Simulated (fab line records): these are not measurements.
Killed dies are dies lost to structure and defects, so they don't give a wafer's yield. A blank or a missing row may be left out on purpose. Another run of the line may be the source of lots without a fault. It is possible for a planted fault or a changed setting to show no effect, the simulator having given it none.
The tool behind it: which one? + flow gf180mcu + route of 602 steps, sampled at 1 step: 14 lots, 42 wafers

## WHAT THE GAUGES SHOWED, per wafer
GF_NSD_OVL_MEAS_08. Usual: for NSD_OVL the level is -0.1 nm and the standard deviation is 1.3.
| lot  | measured     | on         | NSD_OVL (nm)   | flag |
|------|--------------|------------|----------------|------|
| L774 | day 13 10:23 | overlay-01 | 0.9 1.3 0.7    |      |
| L775 | day 13 14:06 | overlay-02 | -0.9 -1.7 0.0  |      |
| L776 | day 13 21:47 | overlay-02 | -1.3 0.3 1.2   |      |
| L777 | day 14 05:54 | overlay-02 | -0.6 -1.2 -2.9 |      |
| L778 | day 14 14:59 | overlay-02 | -0.6 -0.2 0.7  |      |
| L779 | day 15 01:08 | overlay-02 | -0.4 -0.6 -1.1 |      |
| L780 | day 15 10:02 | overlay-02 | 1.1 1.3 1.4    |      |
| L781 | day 15 16:23 | overlay-02 | -1.7 -0.6 2.1  |      |
| L782 | day 16 04:38 | overlay-01 | 1.3 0.7 0.0    |      |
| L785 | day 17 04:58 | overlay-02 | -1.0 -1.0 -0.4 |      |
| L786 | day 17 07:35 | overlay-01 | -0.5 1.3 1.7   |      |
| L795 | day 20 17:08 | overlay-02 | 0.2 0.8 2.2    |      |
| L796 | day 21 02:20 | overlay-02 | -0.9 1.2 0.3   |      |
| L797 | day 21 11:23 | overlay-01 | 1.4 0.8 2.4    |      |

## EACH LOT AND THE TOOL THAT RAN IT (in order: tool; ch and the chambers of the sampled wafers; start)
The record holds no process step before these readings.

## AS READ BY THE TOOLS THEMSELVES (means over the sampled wafers that have a number; for cases with no such wafer, the mark the record gives instead)
The record holds no such reading with a usual standard deviation.

## THE ANSWER, worked out from the rows above alone
Rule: a lot counts as off when the mean over its wafers that have a number is more than 3 standard deviations away from the usual mean. Also off: a lot with no number at a reading for which 4 or more lots have one. Any other lot the step has rows for is counted as sound. The gauges are gone through in route order, then the tools' own readings, and for those a lot's mean is taken as printed above. The first step at which some lot is off is used, and at that step the reading that is off furthest; a lot without a number counts as furthest.
Nothing can be told from this: no lot is off at any reading shown.

## WHAT HAD BEEN PUT IN BY THE SIMULATOR
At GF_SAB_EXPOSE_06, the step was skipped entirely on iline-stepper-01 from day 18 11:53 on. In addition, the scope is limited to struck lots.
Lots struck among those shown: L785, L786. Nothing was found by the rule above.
